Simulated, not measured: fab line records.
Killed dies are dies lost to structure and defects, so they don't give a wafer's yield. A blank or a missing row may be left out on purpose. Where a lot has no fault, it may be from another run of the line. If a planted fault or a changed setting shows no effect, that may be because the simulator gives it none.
The tool behind it: which one? ; flow gf180mcu ; Sampling: 24 lots, 72 wafers, 6 of 602 route steps

== WHAT EACH GAUGE READ, for each wafer ==
GF_VT_IMPLANT_RS_MEAS_47: measures by four-point-probe.
lot;measured;on;NWELL_RS (ohm/sq)
L074;day 7 13:24;film metro-03;487.6 487.3 487.9
L075;day 7 19:27;film metro-03;488.8 489.3 490.0
L076;day 8 02:27;film metro-03;489.6 488.4 490.1
L077;day 8 10:35;film metro-02;488.5 488.2 487.1
L078;day 8 17:29;film metro-02;488.4 489.4 489.5
L079;day 8 22:18;film metro-02;486.8 487.9 487.0
L080;day 9 06:23;film metro-01;489.6 490.0 489.1
L081;day 9 13:20;film metro-01;489.4 489.0 488.4
L082;day 9 21:33;film metro-03;486.7 487.1 487.1
L083;day 10 02:55;film metro-03;488.7 489.5 490.1
L084;day 10 09:22;film metro-01;488.9 488.9 488.8
L085;day 10 11:59;film metro-01;488.2 487.2 488.9
L086;day 10 20:16;film metro-03;487.0 487.6 487.2
L087;day 11 02:47;film metro-01;486.9 488.3 486.9
L088;day 11 17:41;film metro-02;485.4 486.7 488.1
L089;day 12 01:52;film metro-01;487.4 487.7 488.1
L090;day 12 03:54;film metro-01;488.3 490.0 489.0
L091;day 12 08:48;film metro-01;486.3 486.6 485.6
L092;day 12 19:29;film metro-02;488.5 489.4 487.7
L093;day 13 03:14;film metro-02;486.6 487.2 487.2
L094;day 13 07:47;film metro-02;486.4 487.5 486.2
L095;day 13 18:11;film metro-02;488.3 488.7 487.6
L096;day 13 18:19;film metro-03;487.2 486.0 487.8
L097;day 13 23:26;film metro-02;486.3 487.4 488.2

GF_V3_BOW_MEAS_05.
lot;measured;on;V3_BOW (um)
L074;day 21 05:43;film metro-02;108 124 118
L075;day 21 20:05;film metro-04;111 105 103
L076;day 22 05:10;film metro-04;130 133 120
L077;day 22 13:24;film metro-02;96 107 104
L078;day 23 00:57;film metro-04;110 113 114
L079;day 23 10:44;film metro-03;119 124 119
L080;day 23 17:53;film metro-04;123 133 112
L081;day 24 04:08;film metro-03;118 126 96
L082;day 24 08:23;film metro-02;123 102 108
L083;day 25 00:07;film metro-04;107 111 113
L084;day 25 01:18;film metro-04;109 108 111
L085;day 25 05:14;film metro-03;119 123 128
L086;day 25 15:43;film metro-02;101 103 110
L087;day 26 02:25;film metro-04;112 121 115
L088;day 26 19:34;film metro-02;116 105 89
L089;day 26 23:35;film metro-04;139 129 127
L090;day 27 01:41;film metro-04;128 125 127
L091;day 27 06:16;film metro-03;114 105 111
L092;day 27 16:13;film metro-02;129 112 132
L093;day 28 05:09;film metro-02;119 105 113
L094;day 28 03:03;film metro-04;102 117 111
L095;day 28 15:07;film metro-03;126 122 128
L096;day 28 16:22;film metro-03;126 107 115
L097;day 28 19:19;film metro-03;125 122 126

GF_V4_CD_MEAS_14 targets a cd of 260 nm.
lot;measured;on;cd nm (nm)
L074;day 24 06:19;cd sem-01;260.4 259.3 260.6
L075;day 24 18:22;cd sem-01;262.7 261.1 262.5
L076;day 25 03:25;cd sem-01;259.0 259.3 258.5
L077;day 25 11:12;cd sem-01;261.3 260.6 261.2
L078;day 25 22:31;cd sem-02;258.9 261.4 259.4
L079;day 26 07:35;cd sem-01;259.9 259.8 260.5
L080;day 26 13:48;cd sem-02;261.1 262.8 261.6
L081;day 26 22:31;cd sem-01;260.8 259.8 259.5
L082;day 27 03:28;cd sem-02;261.9 261.6 262.7
L083;day 27 17:16;cd sem-02;259.4 260.5 261.5
L084;day 27 19:34;cd sem-02;260.4 259.2 262.1
L085;day 27 22:44;cd sem-01;261.5 261.1 262.4
L086;day 28 08:04;cd sem-02;260.0 261.0 260.2
L087;day 28 17:33;cd sem-02;260.0 260.1 261.4
L088;day 29 09:47;cd sem-01;261.5 260.7 260.3
L089;day 29 13:59;cd sem-01;262.5 261.8 262.3
L090;day 29 16:21;cd sem-02;259.9 259.2 259.3
L091;day 29 20:28;cd sem-02;259.8 259.7 259.7
L092;day 30 04:25;cd sem-01;258.5 259.3 259.0
L093;day 30 17:10;cd sem-02;259.4 259.7 259.9
L094;day 30 14:43;cd sem-01;260.4 259.7 260.1
L095;day 31 02:16;cd sem-01;261.5 262.3 262.3
L096;day 31 03:15;cd sem-02;260.6 261.8 261.6
L097;day 31 06:22;cd sem-02;259.8 259.6 258.9

GF_MIM_RS_MEAS_10: measures by four-point-probe.
lot;measured;on;MIM_ALCU_RS (ohm/sq)
L074;day 24 08:14;film metro-01;0.1621 0.1581 0.1615
L075;day 24 20:18;film metro-02;0.1589 0.1625 0.1588
L076;day 25 05:28;film metro-04;0.1629 0.1612 0.1615
L077;day 25 13:09;film metro-04;0.1624 0.1611 0.1595
L078;day 26 00:28;film metro-04;0.1594 0.1589 0.1601
L079;day 26 09:55;film metro-04;0.1638 0.1613 0.1633
L080;day 26 15:43;film metro-01;0.1600 0.1602 0.1622
L081;day 27 00:26;film metro-02;0.1623 0.1616 0.1637
L082;day 27 05:25;film metro-04;0.1627 0.1606 0.1617
L083;day 27 19:13;film metro-02;0.1603 0.1592 0.1622
L084;day 27 21:42;film metro-02;0.1628 0.1627 0.1644
L085;day 28 00:41;film metro-04;0.1617 0.1614 0.1605
L086;day 28 09:59;film metro-04;0.1610 0.1613 0.1593
L087;day 28 19:31;film metro-04;0.1606 0.1600 0.1583
L088;day 29 11:44;film metro-01;0.1636 0.1651 0.1630
L089;day 29 15:56;film metro-02;0.1611 0.1592 0.1600
L090;day 29 18:20;film metro-01;0.1598 0.1617 0.1600
L091;day 29 22:29;film metro-02;0.1626 0.1640 0.1632
L092;day 30 06:21;film metro-02;0.1627 0.1627 0.1617
L093;day 30 19:07;film metro-04;0.1603 0.1625 0.1626
L094;day 30 16:40;film metro-02;0.1594 0.1590 0.1596
L095;day 31 04:11;film metro-02;0.1618 0.1588 0.1601
L096;day 31 05:13;film metro-01;0.1592 0.1594 0.1612
L097;day 31 08:17;film metro-04;0.1581 0.1591 0.1604

== TOOL THAT RAN EACH LOT (tool first, then ch and the chambers of the sampled wafers, then the start) ==
lot;GF_DNWELL_STRIP_08;GF_SALICIDE_RTA_08
L074;plasma asher-04 ch 0,1, day 2 19:40;rtp anneal-01 ch 0, day 15 00:32
L075;plasma asher-03 ch 0,1, day 3 00:58;rtp anneal-01 ch 0, day 15 13:20
L076;plasma asher-04 ch 0,1, day 3 05:58;rtp anneal-01 ch 0, day 15 21:51
L077;plasma asher-03 ch 0,1, day 3 10:48;rtp anneal-02 ch 0, day 16 05:46
L078;plasma asher-04 ch 0, day 3 17:16;rtp anneal-02 ch 0, day 16 17:01
L079;plasma asher-03 ch 0,1, day 3 23:28;rtp anneal-02 ch 0, day 17 01:11
L080;plasma asher-02 ch 0,1, day 4 04:27;rtp anneal-02 ch 0, day 17 09:33
L081;plasma asher-03 ch 0,1, day 4 08:42;rtp anneal-02 ch 0, day 17 19:38
L082;plasma asher-03 ch 0,1, day 4 15:37;rtp anneal-01 ch 0, day 18 01:43
L083;plasma asher-03 ch 0,1, day 4 19:34;rtp anneal-01 ch 0, day 18 17:13
L084;plasma asher-03 ch 0,1, day 4 23:28;rtp anneal-02 ch 0, day 18 19:31
L085;plasma asher-03 ch 0,1, day 5 03:50;rtp anneal-01 ch 0, day 18 22:08
L086;plasma asher-03 ch 0,1, day 5 10:04;rtp anneal-02 ch 0, day 19 11:35
L087;plasma asher-03 ch 0,1, day 5 14:22;rtp anneal-01 ch 0, day 19 22:52
L088;plasma asher-04 ch 0,1, day 6 02:21;rtp anneal-02 ch 0, day 20 19:36
L089;plasma asher-02 ch 0,1, day 6 07:43;rtp anneal-02 ch 0, day 20 23:56
L090;plasma asher-02 ch 0,1, day 6 10:43;rtp anneal-01 ch 0, day 21 02:07
L091;plasma asher-03 ch 0,1, day 6 14:01;rtp anneal-02 ch 0, day 21 07:52
L092;plasma asher-03 ch 0,1, day 6 21:31;rtp anneal-02 ch 0, day 21 19:38
L093;plasma asher-02 ch 0,1, day 7 03:06;rtp anneal-02 ch 0, day 22 09:47
L094;plasma asher-02 ch 0,1, day 7 06:57;rtp anneal-02 ch 0, day 22 09:11
L095;plasma asher-03 ch 0, day 7 14:40;rtp anneal-01 ch 0, day 22 23:32
L096;plasma asher-02 ch 0,1, day 7 15:07;rtp anneal-01 ch 0, day 23 00:14
L097;plasma asher-02 ch 0,1, day 7 20:25;rtp anneal-01 ch 0, day 23 04:41
- GF_DNWELL_STRIP_08: strips in O2/N2.
- GF_SALICIDE_RTA_08: time 30 s.

== AS READ BY THE TOOLS THEMSELVES (means over the sampled wafers that have a number; for cases with no such wafer, the mark the record gives instead) ==
GF_DNWELL_STRIP_08.
lot;tool;drypump motor current A (A);heater power w (W);o2 flow sccm (sccm);oes product au (a.u.);strip time to endpoint s (s)
L074;plasma asher-04;5.47;308;3003;0.723;36.95
L075;plasma asher-03;5.51;338;2990;0.721;36.97
L076;plasma asher-04;5.48;309;3000;0.720;36.92
L077;plasma asher-03;5.32;340;3002;0.724;36.92
L078;plasma asher-04;5.50;321;2988;0.721;36.79
L079;plasma asher-03;5.31;340;2997;0.728;36.85
L080;plasma asher-02;5.09;325;3002;0.721;36.89
L081;plasma asher-03;5.50;340;2990;0.722;36.98
L082;plasma asher-03;5.52;338;2991;0.727;36.89
L083;plasma asher-03;5.31;344;3004;0.723;37.02
L084;plasma asher-03;5.51;341;2988;0.724;36.95
L085;plasma asher-03;5.31;347;2994;0.727;36.98
L086;plasma asher-03;5.52;336;3000;0.719;37.05
L087;plasma asher-03;5.50;337;2997;0.723;36.96
L088;plasma asher-04;5.42;298;2998;0.726;36.89
L089;plasma asher-02;5.08;333;3008;0.721;36.95
L090;plasma asher-02;5.08;331;2987;0.719;36.91
L091;plasma asher-03;5.32;344;2992;0.722;36.95
L092;plasma asher-03;5.53;335;3000;0.726;37.12
L093;plasma asher-02;5.13;333;2989;0.721;37.03
L094;plasma asher-02;5.27;313;2997;0.721;37.14
L095;plasma asher-03;5.11;347;2995;0.715;36.96
L096;plasma asher-02;5.09;333;3004;0.725;36.87
L097;plasma asher-02;5.09;330;3004;0.724;36.86

GF_SALICIDE_RTA_08.
lot;tool;lamp power pct (%);wafer_temp_C_max
L074;rtp anneal-01;16.6;804.8
L075;rtp anneal-01;16.6;804.8
L076;rtp anneal-01;16.6;804.5
L077;rtp anneal-02;17.6;804.2
L078;rtp anneal-02;17.6;803.8
L079;rtp anneal-02;17.6;804.8
L080;rtp anneal-02;17.6;803.7
L081;rtp anneal-02;17.6;804.5
L082;rtp anneal-01;16.6;804.2
L083;rtp anneal-01;16.6;805.1
L084;rtp anneal-02;17.6;803.8
L085;rtp anneal-01;16.6;805.2
L086;rtp anneal-02;17.6;803.8
L087;rtp anneal-01;16.6;805.1
L088;rtp anneal-02;17.6;804.3
L089;rtp anneal-02;17.6;804.3
L090;rtp anneal-01;16.6;804.7
L091;rtp anneal-02;17.6;803.4
L092;rtp anneal-02;17.6;803.9
L093;rtp anneal-02;17.6;803.6
L094;rtp anneal-02;17.6;803.8
L095;rtp anneal-01;16.6;804.2
L096;rtp anneal-01;16.6;804.9
L097;rtp anneal-01;16.6;805.0

== THE ANSWER, worked out from the rows above alone ==
Rule: usual is defined by the lots themselves. Put in order of their means at a reading, lots are off if they are a third of the lots or fewer, leave a main group of 4 or more, and stand apart from it by a gap of 3 or more times the standard deviation of the main group's means; of several such gaps the widest counts. A main group is skipped when, at the precision printed for the reading in the tables above, its means are all equal. A lot without any number at a reading at which 4 lots or more have one is off too. All remaining lots with rows at the step are treated as sound. First the gauges in route order, then the tools' own readings, where a lot's mean is used as printed above. At the first step where some lot is off, the reading lying furthest off is the one used; lots without a number count as furthest.
Nothing can be told from this: no lot is off at any reading shown.

== WHAT HAD BEEN PUT IN BY THE SIMULATOR ==
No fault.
